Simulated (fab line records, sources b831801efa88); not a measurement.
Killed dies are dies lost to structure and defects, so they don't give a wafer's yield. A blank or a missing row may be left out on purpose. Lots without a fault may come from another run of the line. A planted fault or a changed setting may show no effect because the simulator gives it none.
fab line records | flow gf180mcu
record lots=15 wafers=42 last_day=34
route steps=602 shown V3@450 M4@460 V4@480
lots that met no fault: from a run of the same line without faults
start_h: hours from the record's first day to the start of the lot's first wafer shown | wait_h: hours since the lot's step before | " the same as in the row above | L1.1+2: a row that stands for several wafers | - no value, or no start given | * or withheld: withheld | < > ~ a bound
route shown NAME@n: a module of which the file shows steps, and the number in the route of the first | usual: mean/standard deviation of fault-free wafers | same: alike in all rows | chamber/n: place in a boat | sites: the reading at each site | _std_site: their standard deviation | _edge_site: outer sites' mean less inner sites' | radius_mm: how far each site lies from the wafer's centre | mask NAME#n: copy n | behind: the tool/chamber that last shaped the wafer | hold: why the lot was held/for how many hours/how that ended | device: the transistor (n, p or np) that didn't switch | end of line: the same wafers' tests at the end of the route | a step without rows: its recipe alone | killed: dies lost to structure and defects at the first sort, not the wafer's yield | map: a wafer's dies, x killed, . not, _ none there
set.NAME: the setting as run; set.NAME@STEP: as run at that earlier step | model.NAME: the simulator's own value behind a step, which no gauge read
steps of the route over a sample of lots; a table a step, a row a wafer
services: from which hour (start_h, from the record's first day; less than 0 if before it) a tool's chamber was out of use, for how many hours, and why
## steps
# step GF_V3_SPUTTER_21
# recipe material=Ti target_thk_nm=15 chamber_pressure_pa=5 power_w=2500 substrate_temp_c=200 time_s=80.02
# usual throttle_valve_pct=30.1/0.89
# columns lot.wafer tool chamber start_h wait_h throttle_valve_pct
L648.1 pvd_sputter-02 - 514.29 0.0 29.7
L648.2 " - " " 29.6
L648.5 " - " " 29.4
L649.1 pvd_sputter-02 - 517.19 0.0 30.3
L649.4 " - " " 29.4
L649.6 " - " " 29.6
L650.3 pvd_sputter-02 - 523.64 0.0 29.5
L650.4 " - " " 29.6
L650.5 " - " " 31.5
L651.3 pvd_sputter-02 - 539.64 0.0 29.7
L651.5 " - " " 31.3
L651.6 " - " " 30.0
L652.1 pvd_sputter-04 - 550.43 0.0 30.0
L652.5 " - " " 30.8
L652.6 " - " " 29.6
L654.2 pvd_sputter-03 - 563.09 0.0 31.5
L654.4 " - " " 30.1
L654.5 " - " " 28.1
L655.3 pvd_sputter-03 - 583.54 0.0 28.3
L655.4 " - " " 31.4
L655.5 " - " " 29.6
L656.3 pvd_sputter-04 - 583.69 0.0 30.0
L656.4 " - " " 30.5
L656.6 " - " " 29.7
L657.1 pvd_sputter-03 - 591.29 0.0 28.3
L657.4 " - " " 29.5
L657.6 " - " " 28.1
L660.2 pvd_sputter-04 - 614.35 0.0 30.9
L660.4 " - " " 31.0
L660.6 " - " " 29.8
L664.3 pvd_sputter-02 - 640.01 0.0 29.4
L664.6 " - " " 29.5
L665.1 pvd_sputter-04 - 650.72 0.0 29.4
L665.3 " - " " 31.1
L666.3 pvd_sputter-03 - 668.23 0.0 31.4
L666.6 " - " " 29.8
L668.1 pvd_sputter-03 - 679.10 0.0 30.0
L668.2 " - " " 30.2
L668.3 " - " " 28.2
L671.1 pvd_sputter-02 - 690.89 0.0 30.5
L671.3 " - " " 29.4
L671.4 " - " " 29.5
# step GF_M4_SPUTTER_04
# recipe material=TiN target_thk_nm=50 power_w=6500 time_s=41.7 chamber_pressure_pa=0.4
# usual throttle_valve_pct=29.8/1
# columns lot.wafer tool chamber start_h wait_h throttle_valve_pct
L648.1 pvd_sputter-01 - 515.17 0.0 28.7
L648.2 " - " " 28.7
L648.5 " - " " 30.7
L649.1 pvd_sputter-04 - 518.06 0.0 29.4
L649.4 " - " " 30.8
L649.6 " - " " 29.5
L650.3 pvd_sputter-04 - 524.53 0.0 29.1
L650.4 " - " " 30.0
L650.5 " - " " 29.3
L651.3 pvd_sputter-01 - 540.52 0.0 27.8
L651.5 " - " " 28.6
L651.6 " - " " 27.6
L652.1 pvd_sputter-04 - 551.31 0.0 30.7
L652.5 " - " " 30.1
L652.6 " - " " 30.9
L654.2 pvd_sputter-04 - 563.96 0.0 29.4
L654.4 " - " " 30.0
L654.5 " - " " 29.6
L655.3 pvd_sputter-03 - 584.41 0.0 31.5
L655.4 " - " " 28.2
L655.5 " - " " 29.6
L656.3 pvd_sputter-04 - 584.57 0.0 30.8
L656.4 " - " " 30.6
L656.6 " - " " 30.6
L657.1 pvd_sputter-01 - 592.17 0.0 30.3
L657.4 " - " " 27.4
L657.6 " - " " 28.9
L660.2 pvd_sputter-01 - 615.22 0.0 28.5
L660.4 " - " " 30.4
L660.6 " - " " 28.7
L664.3 pvd_sputter-03 - 640.89 0.0 31.5
L664.6 " - " " 29.4
L665.1 pvd_sputter-03 - 651.60 0.0 29.5
L665.3 " - " " 31.6
L666.3 pvd_sputter-04 - 669.10 0.0 29.6
L666.6 " - " " 30.7
L668.1 pvd_sputter-04 - 679.98 0.0 30.0
L668.2 " - " " 30.8
L668.3 " - " " 29.4
L671.1 pvd_sputter-04 - 691.88 0.0 30.9
L671.3 " - " " 30.8
L671.4 " - " " 29.3
# step GF_M4_STRIP_17
# recipe chemistry=O2/N2 power_w=1400 pressure_mtorr=1500 platen_temp_c=250 o2_flow_sccm=3000 n2_flow_sccm=300 overash_fraction=0.5
# usual drypump_motor_current_A=5.57/0.28 heater_power_w=356/26 oes_product_au=0.557/0.0047 strip_time_to_endpoint_s=7.85/0.045
# same overash_fraction=0.5
# columns lot.wafer tool chamber start_h wait_h drypump_motor_current_A heater_power_w oes_product_au rf_hours_counter_h strip_time_to_endpoint_s
L648.1 plasma_asher-02 0 537.98 0.1 5.59 355 0.559 44 7.83
L648.2 " 1 " " 5.02 312 0.557 44 7.87
L648.5 " 1 " " 5.04 316 0.546 - 7.86
L649.1 plasma_asher-03 0 541.59 0.1 5.83 342 0.551 73 7.85
L649.4 " 0 " " 5.84 332 0.559 - 7.86
L649.6 " 0 " " 5.85 345 0.553 - 7.83
L650.3 plasma_asher-01 0 547.07 0.1 5.89 390 0.558 - 7.83
L650.4 " 1 " " 5.52 370 0.554 - 7.85
L650.5 " 0 " " 5.88 381 0.557 - 7.85
L651.3 plasma_asher-01 1 562.91 0.1 5.54 373 0.553 - 7.80
L651.5 " 1 " " 5.53 381 0.561 - 7.82
L651.6 " 0 " " 5.86 393 0.565 - 7.91
L652.1 plasma_asher-01 0 572.57 0.1 5.89 389 0.550 97 7.80
L652.5 " 0 " " 5.87 381 0.550 - 7.74
L652.6 " 1 " " 5.54 371 0.553 - 7.88
L654.2 plasma_asher-01 1 586.19 0.1 5.51 373 0.551 98 7.88
L654.4 " 0 " " 5.88 400 0.556 - 7.85
L654.5 " 1 " " 5.53 371 0.559 - 7.84
L655.3 plasma_asher-02 1 605.41 0.1 5.02 313 0.551 - 7.94
L655.4 " 0 " " 5.59 361 0.559 - 7.89
L655.5 " 1 " " 5.02 309 0.557 - 7.90
L656.3 plasma_asher-01 0 606.21 0.1 5.84 383 0.559 - 7.79
L656.4 " 1 " " 5.55 376 0.560 - 7.81
L656.6 " 0 " " 5.90 386 0.552 - 7.80
L657.1 plasma_asher-03 0 613.27 0.1 5.85 338 0.557 81 7.77
L657.4 " 0 " " 5.84 334 0.555 - 7.85
L657.6 " 1 " " 5.26 328 0.551 - 7.81
L660.2 plasma_asher-03 0 635.78 0.1 5.85 341 0.563 84 7.89
L660.4 " 1 " " 5.28 320 0.563 - 7.93
L660.6 " 0 " " 5.84 341 0.562 - 7.89
L664.3 plasma_asher-02 0 660.16 0.1 5.60 358 0.557 - 7.93
L664.6 " 1 " " 5.03 313 0.555 - 7.90
L665.1 plasma_asher-01 0 679.22 0.1 5.89 384 0.556 112 7.83
L665.3 " 0 " " 5.87 379 0.557 - 7.82
L666.3 plasma_asher-01 0 688.04 0.1 5.89 385 0.557 - 7.80
L666.6 " 1 " " 5.53 376 0.557 - 7.85
L668.1 plasma_asher-03 0 698.81 0.1 5.85 347 0.560 91 7.81
L668.2 " 1 " " 5.25 323 0.556 91 7.86
L668.3 " 1 " " 5.27 331 0.554 - 7.86
L671.1 plasma_asher-01 1 710.44 0.1 5.53 372 0.550 115 7.78
L671.3 " 0 " " 5.90 378 0.556 - 7.82
L671.4 " 1 " " 5.53 363 0.565 - 7.78
# step GF_V4_CMP_04
# recipe material=SiO2 down_force_psi=4 platen_rpm=60 pad_velocity_m_s=0.94248
# usual motor_current_A=12.4/0.91 time_to_endpoint_s=83/5.1
# columns lot.wafer tool chamber start_h wait_h motor_current_A time_to_endpoint_s
L648.1 cmp-01 1 539.01 0.3 11.2 74
L648.2 " 2 " " 13.8 73
L648.5 " 0 " " 12.7 76
L649.4 cmp-01 2 542.49 0.1 12.6 85
L649.1 " 3 " " 12.3 75
L649.6 " 1 " " 11.1 83
L650.4 cmp-01 0 547.86 0.0 12.5 81
L650.3 " 3 " " 12.8 75
L650.5 " 1 " " 11.1 79
L651.3 cmp-01 0 563.76 0.1 11.7 77
L651.6 " 3 " " 12.5 83
L651.5 " 0 " " 12.3 85
L652.1 cmp-02 2 573.59 0.3 12.4 82
L652.6 " 3 " " 13.4 89
L652.5 " 0 " " 12.1 91
L654.2 cmp-02 0 587.11 0.1 11.7 83
L654.4 " 2 " " 12.0 84
L654.5 " 1 " " 13.1 82
L655.3 cmp-01 3 606.17 0.0 12.6 76
L655.4 " 0 " " 12.5 84
L655.5 " 0 " " 12.5 80
L656.4 cmp-02 3 606.97 0.0 13.6 84
L656.3 " 1 " " 12.3 83
L656.6 " 3 " " 14.0 86
L657.4 cmp-02 0 614.17 0.1 12.2 85
L657.1 " 1 " " 12.3 79
L657.6 " 3 " " 13.6 91
L660.4 cmp-02 2 636.57 0.0 12.0 88
L660.2 " 0 " " 13.3 86
L660.6 " 2 " " 11.6 87
L664.3 cmp-01 2 660.95 0.0 13.2 30
L664.6 " 3 " " 11.7 29
L665.3 cmp-01 1 680.34 0.3 11.0 23
L665.1 " 2 " " 13.6 88
L666.3 cmp-01 3 688.96 0.2 12.1 22
L666.6 " 0 " " 12.2 32
L668.3 cmp-02 2 699.61 0.0 11.9 79
L668.2 " 3 " " 13.3 81
L668.1 " 0 " " 12.0 83
L671.4 cmp-02 1 711.24 0.0 13.2 80
L671.1 " 3 " " 13.2 77
L671.3 " 0 " " 12.2 78
# step GF_V4_ETCH_17
# recipe chemistry=C4F8/O2/Ar mask_material=KrF target=SiO2 stop_on=TiN source_w=1500 bias_w=1200 pressure_mtorr=40 c4f8_flow_sccm=withheld O2_flow_sccm=6 Ar_flow_sccm=300 time_s=withheld target_depth_a=6300
# usual oes_product_au=0.856/0.0046
# columns lot.wafer tool chamber start_h wait_h oes_product_au
L648.1 rie_diel-04 1 - - 0.855
L648.2 " 0 " " 0.858
L648.5 " 1 " " 0.854
L649.1 rie_diel-01 2 - - 0.845
L649.4 " 3 " " 0.870
L649.6 " 3 " " 0.859
L650.3 rie_diel-04 2 - - 0.857
L650.4 " 2 " " 0.852
L650.5 " 1 " " 0.865
L651.3 rie_diel-04 3 - - 0.850
L651.5 " 3 " " 0.852
L651.6 " 2 " " 0.851
L652.1 rie_diel-03 1 - - 0.850
L652.5 " 2 " " 0.849
L652.6 " 1 " " 0.854
L654.2 rie_diel-04 0 - - 0.860
L654.4 " 2 " " 0.864
L654.5 " 1 " " 0.854
L655.3 rie_diel-03 3 - - 0.862
L655.4 " 1 " " 0.853
L655.5 " 3 " " 0.852
L656.3 rie_diel-03 2 - - 0.862
L656.4 " 0 " " 0.870
L656.6 " 0 " " 0.860
L657.1 rie_diel-01 3 - - 0.860
L657.4 " 1 " " 0.858
L657.6 " 0 " " 0.859
L660.2 rie_diel-01 2 - - 0.854
L660.4 " 1 " " 0.857
L660.6 " 2 " " 0.856
L664.3 rie_diel-01 0 - - 0.980
L664.6 " 2 " " 0.972
L665.1 rie_diel-04 0 - - 0.855
L665.3 " 2 " " 0.971
L666.3 rie_diel-03 0 - - 0.975
L666.6 " 1 " " 0.968
L668.1 rie_diel-01 3 - - 0.854
L668.2 " 1 " " 0.861
L668.3 " 0 " " 0.851
L671.1 rie_diel-04 1 - - 0.854
L671.3 " 3 " " 0.850
L671.4 " 0 " " 0.853
## services
# columns tool chamber start_h hours kind
cmp-02 - 522.22 7.6 pm
cmp-02 - 535.41 19.0 repair
rie_diel-01 1 542.22 11.3 repair
pvd_sputter-04 - 544.21 2.5 repair
pvd_sputter-03 - 546.44 6.0 repair
cmp-02 - 550.18 1.1 repair
rie_diel-04 3 567.71 4.1 repair
pvd_sputter-02 - 570.16 2.9 repair
cmp-01 - 572.00 4.0 pm
rie_diel-04 3 577.34 3.4 repair
cmp-02 - 581.44 0.4 repair
cmp-01 - 584.83 5.0 pm
pvd_sputter-02 - 584.92 3.3 repair
cmp-01 - 591.09 1.4 repair
cmp-01 - 591.72 1.3 repair
rie_diel-01 2 596.18 3.5 repair
rie_diel-01 - 620.79 0.3 repair
plasma_asher-01 - 631.86 0.5 repair
cmp-02 - 667.54 19.2 pm
cmp-01 - 681.93 2.2 repair
pvd_sputter-04 - 704.40 7.2 repair
rie_diel-04 3 708.01 14.0 repair
cmp-02 - 716.62 7.7 pm
pvd_sputter-02 - 723.02 10.0 repair
## key
first_sign step=GF_V4_CMP_04 reading=time_to_endpoint_s direction=down sigmas=11 usual=* struck=*
effect step=GF_V4_ETCH_17 reading=oes_product_au direction=up sigmas=26 usual=0.856 struck=0.973
met_at GF_V4_CMP_04
struck_lots L664,L665,L666
struck_wafers L664.3,L664.6,L665.3,L666.3,L666.6
sort_left_out L664.3,L664.6,L665.3,L666.3,L666.6
not_acting_at GF_V3_SPUTTER_21,GF_M4_SPUTTER_04,GF_M4_STRIP_17
onset_between 606.17 660.95
fault kind=process_parameter_drift tool=cmp-01 chamber=- onset_h=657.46 steps=GF_V4_CMP_04 channel=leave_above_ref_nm offset=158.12 shape=step end_h=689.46 scope=struck_wafers_only acts_in=these_recipes_only stated=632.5
# sort_left_out: the simulated sort isn't trusted on such a fault, so these wafers' sort isn't shown, and their yield isn't known
